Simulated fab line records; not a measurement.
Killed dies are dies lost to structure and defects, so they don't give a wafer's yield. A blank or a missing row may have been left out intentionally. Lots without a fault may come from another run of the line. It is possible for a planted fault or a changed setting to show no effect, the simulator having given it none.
Chamber matching + flow gf180mcu + GF_PASSIVATION_CVD_00 on pecvd-03 has 3 sister chambers
The step deposits SiO2 from TEOS, target thk 1000 nm, time 111.95 s. 3 wafers are shown with their chamber, then 11 later ones without.

== WAFERS, EACH WITH ITS CHAMBER ==
| wafer  | chamber | heaterPowerW (W) |
|--------|---------|------------------|
| L083.5 | 2       | 648              |
| L085.6 | 1       | 686              |
| L087.2 | 0       | 842              |

== WAFERS WHOSE CHAMBER IS MISSING ==
| wafer  | heaterPowerW (W) |
|--------|------------------|
| L087.5 | 632              |
| L087.6 | 712              |
| L089.1 | 639              |
| L089.5 | 520              |
| L089.6 | 647              |
| L095.1 | 626              |
| L095.3 | 641              |
| L095.6 | 510              |
| L096.1 | 637              |
| L096.2 | 690              |
| L096.4 | 520              |

== WHICH CHAMBER EACH ONE RAN IN ==
| wafer  | from the rows above          | in truth |
|--------|------------------------------|----------|
| L087.5 | can't be placed: 2 or 1      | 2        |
| L087.6 | can't be placed: 1 or 2 or 0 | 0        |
| L089.1 | can't be placed: 2 or 1      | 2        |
| L089.5 | can't be placed: 2 or 1      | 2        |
| L089.6 | can't be placed: 2 or 1      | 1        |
| L095.1 | can't be placed: 2 or 1      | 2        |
| L095.3 | can't be placed: 2 or 1      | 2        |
| L095.6 | can't be placed: 2 or 1      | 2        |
| L096.1 | can't be placed: 2 or 1      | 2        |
| L096.2 | can't be placed: 1 or 2      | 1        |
| L096.4 | can't be placed: 2 or 1      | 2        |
Placed correctly: 0 of 11. Unplaceable from these rows: 11, with the true chamber sitting among the candidates in 11. Placed wrongly: 0.
How it was worked out, from the rows above alone: a wafer's distance from a chamber is the root of the sum, over the readings, of the square of ((its reading less the chamber's mean) divided by the reading's scatter). The wafer belongs to the nearest chamber; if the next one is less than 2 further off, it can't be placed. Each chamber's mean is taken over the wafers shown for it. The scatter: with one shown wafer a chamber, the root of the mean of the squares of how far each hidden wafer lies from its nearest shown one.
